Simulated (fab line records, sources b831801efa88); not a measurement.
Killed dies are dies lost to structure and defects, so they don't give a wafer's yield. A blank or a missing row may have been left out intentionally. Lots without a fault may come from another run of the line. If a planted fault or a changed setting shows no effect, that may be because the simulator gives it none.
Which tool did it?	flow sky130	15 lots, 45 wafers sampled, at 5 steps of a route of 708

## WHAT THE GAUGES READ, wafer by wafer
SKY_VIA1_OVL_MEAS_13. Usual: VIA1_OVL typically reads -1 nm, with standard deviation 6.4.
lot	measured	on	VIA1_OVL (nm)	flag
L425	day 33 23:43	overlay-02	-7 -5 -7	
L426	day 34 10:26	overlay-01	13 9 12	
L427	day 34 20:01	overlay-01	1 6 7	
L428	day 34 21:09	overlay-02	4 -4 4	
L430	day 36 04:42	overlay-01	-3 6 8	
L432	day 36 17:28	overlay-02	-2 2 5	
L434	day 37 15:31	overlay-02	0 -4 -3	
L440	day 39 03:19	overlay-01	-9 -4 -6	
L441	day 39 08:13	overlay-01	-12 -9 -10	
L442	day 39 16:04	overlay-02	-2 -2 -1	
L443	day 40 06:31	overlay-02	5 2 2	
L444	day 40 08:07	overlay-01	-7 -4 -1	
L445	day 40 09:17	overlay-01	4 1 12	
L446	day 40 15:19	overlay-01	-3 -3 -1	
L447	day 41 03:26	overlay-02	-3 8 7	

SKY_METAL2_THK_MEAS_06: measures by xrf. Usual: METAL2_ALCU_THK typically reads 253 nm, with standard deviation 3.2.
lot	measured	on	METAL2_ALCU_THK (nm)	flag
L425	day 34 01:20	filmMetro-04	252 251 250	
L426	day 34 12:03	filmMetro-01	249 250 252	
L427	day 34 21:37	filmMetro-02	254 252 249	
L428	day 34 22:46	filmMetro-01	249 249 247	
L430	day 36 06:19	filmMetro-02	253 258 257	
L432	day 36 19:05	filmMetro-02	256 257 255	
L434	day 37 17:09	filmMetro-02	248 250 251	
L440	day 39 06:45	filmMetro-04	255 257 257	
L441	day 39 12:33	filmMetro-01	289 288 285 289 286 284	OFF
L442	day 39 19:20	filmMetro-02	292 290 287 290 291 289	OFF
L443	day 40 09:41	filmMetro-02	296 293 290 296 291 289	OFF
L444	day 40 10:00	filmMetro-01	251 253 252	
L445	day 40 11:04	filmMetro-01	248 251 250	
L446	day 40 17:21	filmMetro-01	253 250 252	
L447	day 41 05:21	filmMetro-04	255 257 255	

## WHICH TOOL RAN EACH LOT (tool, then ch and the chambers of the sampled wafers, then the start)
lot	SKY_VIA1_ETCH_14	SKY_METAL2_SPUTTER_01	SKY_METAL2_SPUTTER_04
L425	rieDiel-04 ch 0,3, day 33 23:44	pvdSputter-04, day 34 01:05	pvdSputter-04, day 34 01:09
L426	rieDiel-02 ch 0,1,2, day 34 10:29	pvdSputter-04, day 34 11:49	pvdSputter-04, day 34 11:53
L427	rieDiel-04 ch 0,2,3, day 34 20:02	pvdSputter-01, day 34 21:23	pvdSputter-01, day 34 21:27
L428	rieDiel-01 ch 2,3, day 34 21:11	pvdSputter-03, day 34 22:31	pvdSputter-03, day 34 22:35
L430	rieDiel-01 ch 0,1,3, day 36 04:44	pvdSputter-01, day 36 06:04	pvdSputter-01, day 36 06:08
L432	rieDiel-04 ch 0,2,3, day 36 17:29	pvdSputter-04, day 36 18:50	pvdSputter-04, day 36 18:54
L434	rieDiel-02 ch 0,2, day 37 15:32	pvdSputter-04, day 37 16:55	pvdSputter-04, day 37 16:59
L440	rieDiel-04 ch 0,1, day 39 03:20	pvdSputter-03, day 39 06:31	pvdSputter-03, day 39 06:34
L441	rieDiel-02 ch 0,2,3, day 39 08:14	pvdSputter-03, day 39 09:37	pvdSputter-03, day 39 09:41
L442	rieDiel-01 ch 0,2,3, day 39 16:05	pvdSputter-01, day 39 17:32	pvdSputter-01, day 39 17:36
L443	rieDiel-02 ch 0,2, day 40 06:32	pvdSputter-03, day 40 07:59	pvdSputter-03, day 40 08:02
L444	rieDiel-01 ch 2,3, day 40 08:08	pvdSputter-01, day 40 09:44	pvdSputter-01, day 40 09:48
L445	rieDiel-04 ch 2,3, day 40 09:19	pvdSputter-04, day 40 10:50	pvdSputter-04, day 40 10:54
L446	rieDiel-01 ch 1,2,3, day 40 15:20	pvdSputter-01, day 40 17:07	pvdSputter-01, day 40 17:10
L447	rieDiel-02 ch 0,2,3, day 41 03:28	pvdSputter-03, day 41 05:07	pvdSputter-03, day 41 05:11
- SKY_VIA1_ETCH_14: etches BARC in N2/H2, stops on SiO2, time 45.9 s, target depth 60 nm.
- SKY_METAL2_SPUTTER_01: material TiN, target thk 20 nm, time 16.7 s.
- SKY_METAL2_SPUTTER_04: material TiN, target thk 70 nm, time 58.3 s.

## WHAT THE TOOLS THEMSELVES READ (means of the sampled wafers that have a number; where no wafer has one, the mark that the record gives instead)
SKY_VIA1_ETCH_14. Usual: drypumpMotorCurrentA 5.8 A, standard deviation 0.51; oesProductAu 0.856 a.u., standard deviation 0.0041; throttleValvePct 13.225 %, standard deviation 0.0086.
lot	tool	drypumpMotorCurrentA (A)	oesProductAu (a.u.)	throttleValvePct (%)	flag
L425	rieDiel-04	6.0	0.856	13.224	
L426	rieDiel-02	5.6	0.857	13.219	
L427	rieDiel-04	6.2	0.854	13.230	
L428	rieDiel-01	6.1	0.855	13.216	
L430	rieDiel-01	5.6	0.855	13.219	
L432	rieDiel-04	6.2	0.857	13.229	
L434	rieDiel-02	5.4	0.852	13.225	
L440	rieDiel-04	5.8	0.854	13.215	
L441	rieDiel-02	5.5	0.853	13.226	
L442	rieDiel-01	5.6	0.854	13.231	
L443	rieDiel-02	5.4	0.858	13.227	
L444	rieDiel-01	6.2	0.859	13.229	
L445	rieDiel-04	6.4	0.858	13.219	
L446	rieDiel-01	6.0	0.857	13.226	
L447	rieDiel-02	5.5	0.857	13.223	

SKY_METAL2_SPUTTER_01. Usual: cathodeDcPowerW 6500.2 W, standard deviation 1.2; chamberPressurePa 0.3999 Pa, standard deviation 0.00077; throttleValvePct 30.0 %, standard deviation 0.86.
lot	tool	cathodeDcPowerW (W)	chamberPressurePa (Pa)	throttleValvePct (%)	flag
L425	pvdSputter-04	6500.4	0.4003	30.7	
L426	pvdSputter-04	6500.2	0.4002	30.3	
L427	pvdSputter-01	6500.3	0.3990	30.1	
L428	pvdSputter-03	6501.4	0.3994	29.9	
L430	pvdSputter-01	6500.0	0.4004	30.0	
L432	pvdSputter-04	6499.5	0.3999	29.9	
L434	pvdSputter-04	6499.9	0.3988	30.4	
L440	pvdSputter-03	6500.8	0.4005	30.3	
L441	pvdSputter-03	6499.7	0.3994	29.8	
L442	pvdSputter-01	6501.1	0.3999	30.1	
L443	pvdSputter-03	6500.5	0.3992	29.7	
L444	pvdSputter-01	6500.7	0.3994	29.1	
L445	pvdSputter-04	6500.1	0.4001	30.1	
L446	pvdSputter-01	6500.1	0.4001	30.9	
L447	pvdSputter-03	6500.1	0.3993	29.8	

SKY_METAL2_SPUTTER_04. Usual: cathodeDcPowerW 6500.0 W, standard deviation 1.2; chamberPressurePa 0.4000 Pa, standard deviation 0.00079; throttleValvePct 30.0 %, standard deviation 0.83.
lot	tool	cathodeDcPowerW (W)	chamberPressurePa (Pa)	throttleValvePct (%)	flag
L425	pvdSputter-04	6500.2	0.4000	30.7	
L426	pvdSputter-04	6499.6	0.4003	30.5	
L427	pvdSputter-01	6499.8	0.4000	30.1	
L428	pvdSputter-03	6499.6	0.4005	29.9	
L430	pvdSputter-01	6500.9	0.3997	29.9	
L432	pvdSputter-04	6500.9	0.4000	30.1	
L434	pvdSputter-04	6499.3	0.4004	30.5	
L440	pvdSputter-03	6499.5	0.3991	30.2	
L441	pvdSputter-03	-	-	-	OFF
L442	pvdSputter-01	-	-	-	OFF
L443	pvdSputter-03	-	-	-	OFF
L444	pvdSputter-01	6500.1	0.3997	29.1	
L445	pvdSputter-04	6500.5	0.3999	30.1	
L446	pvdSputter-01	6498.2	0.3991	30.7	
L447	pvdSputter-03	6499.9	0.4004	29.8	

## THE ANSWER, worked out from the rows above alone
Rule: a lot counts as off when the mean over its wafers that have a number is more than 3 standard deviations away from the usual mean. Also off: a lot with no number at a reading for which 4 or more lots have one. Any other lot the step has rows for is counted as sound. After the gauges, taken in route order, come the tools' own readings; for these a lot's mean is taken, as printed above. At the first step where some lot is off, the reading lying furthest off is the one used; lots without a number count as furthest.
Off: L441, L442, L443, at SKY_METAL2_THK_MEAS_06 (METAL2_ALCU_THK).
A tool fits if, at a process step before that reading, it ran every lot that is off, and no sound lot after the first of them. The gauges at SKY_METAL2_THK_MEAS_06 aren't tried: what is off there is off at SKY_METAL2_SPUTTER_04 too, on other tools, and a gauge's error can't cause that. No candidate that was tried fits.

## WHAT THE SIMULATOR PUT IN
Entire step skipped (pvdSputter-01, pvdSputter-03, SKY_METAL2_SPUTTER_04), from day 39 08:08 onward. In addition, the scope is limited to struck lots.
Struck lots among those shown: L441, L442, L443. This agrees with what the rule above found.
